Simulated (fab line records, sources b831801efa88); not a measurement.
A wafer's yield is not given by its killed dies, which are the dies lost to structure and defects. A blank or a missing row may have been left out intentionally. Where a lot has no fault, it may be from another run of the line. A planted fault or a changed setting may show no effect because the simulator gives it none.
Matching of chambers	flow gf180mcu	4 sister chambers for GF_V5_ETCH_16 on rie_diel-03
The step etches BARC in N2/H2. 8 wafers are shown with their chamber, then 8 later ones without.

== WAFERS WITH THEIR CHAMBER ==
wafer	chamber	drypump_motor_current_A (A)	h2_flow_sccm (sccm)
L199.4	3	4.8	200.0
L202.6	1	5.9	200.2
L203.2	3	4.8	199.1
L203.6	1	5.8	200.1
L207.1	2	5.4	199.6
L207.2	0	6.5	200.3
L207.6	2	5.4	200.0
L209.1	0	6.4	200.2

== WAFERS WITHOUT THEIR CHAMBER ==
wafer	drypump_motor_current_A (A)	h2_flow_sccm (sccm)
L209.3	5.4	198.5
L209.6	4.8	200.3
L211.1	5.9	200.0
L211.2	5.3	200.5
L211.5	6.5	198.6
L212.1	5.4	200.4
L212.4	6.5	200.1
L212.6	5.8	199.3

== CHAMBER TAKEN BY EACH ==
wafer	from the rows above	in truth
L209.3	2	2
L209.6	3	3
L211.1	1	1
L211.2	2	2
L211.5	0	0
L212.1	2	2
L212.4	0	0
L212.6	1	1
Correctly placed: 8 of 8. Left unplaced by these rows: 0. Wrongly placed: 0.
How it was worked out, from the rows above alone: a wafer's distance from a chamber is the root of the sum, over the readings, of the square of ((its reading less the chamber's mean) divided by the reading's scatter). The wafer belongs to the nearest chamber; if the next one is less than 2 further off, it can't be placed. Each chamber's mean is taken over the wafers shown for it. The scatter: take each reading less its chamber's mean, square it, sum over the shown wafers, divide by the number of wafers less the number of chambers, and take the root.
